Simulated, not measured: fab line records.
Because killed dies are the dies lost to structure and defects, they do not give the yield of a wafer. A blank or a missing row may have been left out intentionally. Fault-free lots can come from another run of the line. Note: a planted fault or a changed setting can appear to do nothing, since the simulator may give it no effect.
The same fault as seen by 2 desks -- flow gf180mcu -- every desk sees just its own numbers, and what lay behind them comes last

## FOR THE TOOL OWNER'S DESK: implanter-01
The tool's own readings at GF_HV_LDD_IMPLANT_34: means of the sampled wafers that have a number, for each lot that ran on this tool. Any lot whose mean is over 4 standard deviations away from the usual mean is out of limits and marked OUT; that distance is given in the brackets.
Columns: A = beam on s at GF_HV_LDD_IMPLANT_34, usual 10.00 s; B = faraday current uA at GF_HV_LDD_IMPLANT_34, usual 42.3
lot,first seen here,A,B
L750,day 13 02:46,9.87,43.0
L757,day 15 11:10,9.36,45.3
L758,day 15 19:32,9.70,43.7
L759,day 16 01:07,9.59,44.1
L767,day 18 14:44,9.83,43.2
L768,day 19 06:07,10.12,41.8
This desk's verdict: no lot among the 6 shows anything out of limits.

## AT THE METROLOGY DESK
Means of the sampled wafers that have a number, per lot and without regard to the tool the lot ran on: this is what the gauges read. Any lot whose mean is over 4 standard deviations away from the usual mean is out of limits and marked OUT; that distance is given in the brackets.
Columns: A = HV_LDD_2_TW at GF_HV_LDD_TW_MEAS_23, usual 1058; B = cd nm at GF_HV_LDD_CD_MEAS_31, usual 400.0 nm; C = HV_LDD_02_OVL at GF_HV_LDD_OVL_MEAS_32, usual 0.1 nm
lot,first seen here,A,B,C
L750,day 12 07:04,1067,399.7,0.0
L757,day 14 13:30,1050,397.1,-0.9
L758,day 14 22:09,1056,399.7,-1.4
L759,day 15 03:36,1057,398.5,0.1
L763,day 16 10:11,1069,401.5,0.3
L767,day 17 15:14,1057,401.4,2.4
L768,day 18 05:40,1063,399.7,0.2
This desk's verdict: no lot among the 7 shows anything out of limits.

## BROUGHT TOGETHER
The desk of the tool owner found nothing out of limits.
At the metrology desk, nothing out of limits was observed.

## WHAT THE SIMULATOR PUT IN
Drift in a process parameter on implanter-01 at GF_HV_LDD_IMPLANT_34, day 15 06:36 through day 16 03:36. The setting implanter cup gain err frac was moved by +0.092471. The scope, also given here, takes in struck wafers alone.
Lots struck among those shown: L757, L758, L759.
